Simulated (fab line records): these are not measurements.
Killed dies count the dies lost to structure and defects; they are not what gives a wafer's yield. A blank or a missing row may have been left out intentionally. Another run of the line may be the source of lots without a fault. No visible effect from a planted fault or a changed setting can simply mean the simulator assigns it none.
Split-lot trial :: flow gf180mcu :: 5 lots, 23 wafers read, on a route of 602 steps

## ABOUT THE SPLIT
At GF_M4_SPUTTER_01 (material TiN, target thk 30 nm, time 25 s), the setting time_s was moved away from the recipe's 25 s on 6 of the 23 wafers read, by -9.6% to +12.5%. For the rest of the wafers, this setting stayed at what the recipe calls for.

Reading taken at the split's own step.

## THE READING
TiN_of_M4_SPUTTER_01.thk_nm (the simulator's own value, which no gauge read), in nm, at GF_M4_SPUTTER_01 (material TiN, target thk 30 nm, time 25 s). There is no usual value for it anywhere in the file. The 17 wafers here that ran the recipe average 30.03 nm, standard deviation 0.2 nm.

wafer: L074.1
tool, chamber at the split: pvd_sputter-04, -
time_s as run, s: 25
against the recipe: recipe
TiN_of_M4_SPUTTER_01.thk_nm, nm: 29.94
against lot-mates on the recipe: -

wafer: L074.2
tool, chamber at the split: pvd_sputter-04, -
time_s as run, s: 22.59
against the recipe: -9.6%
TiN_of_M4_SPUTTER_01.thk_nm, nm: 26.75
against lot-mates on the recipe: -3.32

wafer: L074.4
tool, chamber at the split: pvd_sputter-04, -
time_s as run, s: 22.59
against the recipe: -9.6%
TiN_of_M4_SPUTTER_01.thk_nm, nm: 27.06
against lot-mates on the recipe: -3.01

wafer: L074.5
tool, chamber at the split: pvd_sputter-04, -
time_s as run, s: 22.59
against the recipe: -9.6%
TiN_of_M4_SPUTTER_01.thk_nm, nm: 27.03
against lot-mates on the recipe: -3.04

wafer: L074.6
tool, chamber at the split: pvd_sputter-04, -
time_s as run, s: 25
against the recipe: recipe
TiN_of_M4_SPUTTER_01.thk_nm, nm: 30.19
against lot-mates on the recipe: -

wafer: L075.1
tool, chamber at the split: pvd_sputter-03, -
time_s as run, s: 25
against the recipe: recipe
TiN_of_M4_SPUTTER_01.thk_nm, nm: 29.68
against lot-mates on the recipe: -

wafer: L075.3
tool, chamber at the split: pvd_sputter-03, -
time_s as run, s: 28.12
against the recipe: +12.5%
TiN_of_M4_SPUTTER_01.thk_nm, nm: 33.33
against lot-mates on the recipe: +3.58

wafer: L075.4
tool, chamber at the split: pvd_sputter-03, -
time_s as run, s: 25
against the recipe: recipe
TiN_of_M4_SPUTTER_01.thk_nm, nm: 29.82
against lot-mates on the recipe: -

wafer: L075.5
tool, chamber at the split: pvd_sputter-03, -
time_s as run, s: 28.12
against the recipe: +12.5%
TiN_of_M4_SPUTTER_01.thk_nm, nm: 33.17
against lot-mates on the recipe: +3.42

wafer: L075.6
tool, chamber at the split: pvd_sputter-03, -
time_s as run, s: 28.12
against the recipe: +12.5%
TiN_of_M4_SPUTTER_01.thk_nm, nm: 33.49
against lot-mates on the recipe: +3.74

wafer: L082.1
tool, chamber at the split: pvd_sputter-03, -
time_s as run, s: 25
against the recipe: recipe
TiN_of_M4_SPUTTER_01.thk_nm, nm: 30.44
against lot-mates on the recipe: -

wafer: L082.2
tool, chamber at the split: pvd_sputter-03, -
time_s as run, s: 25
against the recipe: recipe
TiN_of_M4_SPUTTER_01.thk_nm, nm: 30.14
against lot-mates on the recipe: -

wafer: L082.3
tool, chamber at the split: pvd_sputter-03, -
time_s as run, s: 25
against the recipe: recipe
TiN_of_M4_SPUTTER_01.thk_nm, nm: 29.95
against lot-mates on the recipe: -

wafer: L082.5
tool, chamber at the split: pvd_sputter-03, -
time_s as run, s: 25
against the recipe: recipe
TiN_of_M4_SPUTTER_01.thk_nm, nm: 30.01
against lot-mates on the recipe: -

wafer: L082.6
tool, chamber at the split: pvd_sputter-03, -
time_s as run, s: 25
against the recipe: recipe
TiN_of_M4_SPUTTER_01.thk_nm, nm: 30.12
against lot-mates on the recipe: -

wafer: L083.2
tool, chamber at the split: pvd_sputter-01, -
time_s as run, s: 25
against the recipe: recipe
TiN_of_M4_SPUTTER_01.thk_nm, nm: 30.12
against lot-mates on the recipe: -

wafer: L083.6
tool, chamber at the split: pvd_sputter-01, -
time_s as run, s: 25
against the recipe: recipe
TiN_of_M4_SPUTTER_01.thk_nm, nm: 30.12
against lot-mates on the recipe: -

wafer: L083.3
tool, chamber at the split: pvd_sputter-01, -
time_s as run, s: 25
against the recipe: recipe
TiN_of_M4_SPUTTER_01.thk_nm, nm: 29.96
against lot-mates on the recipe: -

wafer: L083.4
tool, chamber at the split: pvd_sputter-01, -
time_s as run, s: 25
against the recipe: recipe
TiN_of_M4_SPUTTER_01.thk_nm, nm: 30.26
against lot-mates on the recipe: -

wafer: L083.5
tool, chamber at the split: pvd_sputter-01, -
time_s as run, s: 25
against the recipe: recipe
TiN_of_M4_SPUTTER_01.thk_nm, nm: 30.06
against lot-mates on the recipe: -

wafer: L084.1
tool, chamber at the split: pvd_sputter-03, -
time_s as run, s: 25
against the recipe: recipe
TiN_of_M4_SPUTTER_01.thk_nm, nm: 30.09
against lot-mates on the recipe: -

wafer: L084.2
tool, chamber at the split: pvd_sputter-03, -
time_s as run, s: 25
against the recipe: recipe
TiN_of_M4_SPUTTER_01.thk_nm, nm: 29.99
against lot-mates on the recipe: -

wafer: L084.4
tool, chamber at the split: pvd_sputter-03, -
time_s as run, s: 25
against the recipe: recipe
TiN_of_M4_SPUTTER_01.thk_nm, nm: 29.57
against lot-mates on the recipe: -

THE FIT
A straight line over all 23 wafers: TiN_of_M4_SPUTTER_01.thk_nm changes by +0.286 nm for each +1% of time_s; r = +0.99; the points scatter about the line by 0.24 nm.
The same after taking each lot's own level away (the mean of its wafers on the recipe; 23 wafers): +0.301 nm for each +1%; r = +1.00; scatter 0.18 nm.
On that fit, the largest move of time_s shifts the reading by 3.8 nm.
The span of the lots' own levels, 29.750 to 30.132 nm, comes to 1.9 times the standard deviation stated above.
So the lot-to-lot level changes the slope little: the two slopes agree.
Check: with one of the wafers moved furthest among these (+12.5%) left out of the fit, the line predicts +3.75 nm for it against its lot-mates. It came out at +3.58 nm against them.

## OTHER SPLITS APPLIED TO THESE WAFERS
Before the reading, these wafers also passed through other splits. Each is held against what the fit with the lots' levels taken away leaves over:
other split on the same wafers: GF_M2_METAL_ETCH_16 time_s
wafers away from the commonest value: 8
r with TiN_of_M4_SPUTTER_01.thk_nm (lot level and that fit taken away): +0.02

other split on the same wafers: GF_V2_CMP_04 leave_above_ref_nm
wafers away from the commonest value: 10
r with TiN_of_M4_SPUTTER_01.thk_nm (lot level and that fit taken away): +0.53

other split on the same wafers: GF_V2_ETCH_16 bias_w
wafers away from the commonest value: 5
r with TiN_of_M4_SPUTTER_01.thk_nm (lot level and that fit taken away): +0.12

other split on the same wafers: GF_M3_SPUTTER_00 chamber_pressure_pa
wafers away from the commonest value: 18
r with TiN_of_M4_SPUTTER_01.thk_nm (lot level and that fit taken away): -0.08

other split on the same wafers: GF_M3_COAT_09 resist_thk_nm
wafers away from the commonest value: 5
r with TiN_of_M4_SPUTTER_01.thk_nm (lot level and that fit taken away): +0.02

other split on the same wafers: GF_V3_CVD_00 sih4_flow_sccm
wafers away from the commonest value: 8
r with TiN_of_M4_SPUTTER_01.thk_nm (lot level and that fit taken away): +0.14

other split on the same wafers: GF_V3_CVD_23 temp_c
wafers away from the commonest value: 8
r with TiN_of_M4_SPUTTER_01.thk_nm (lot level and that fit taken away): +0.15

## FILE'S OWN FIT
TiN_of_M4_SPUTTER_01.thk_nm changes by +0.3 nm for each +1% of time_s, r = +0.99.
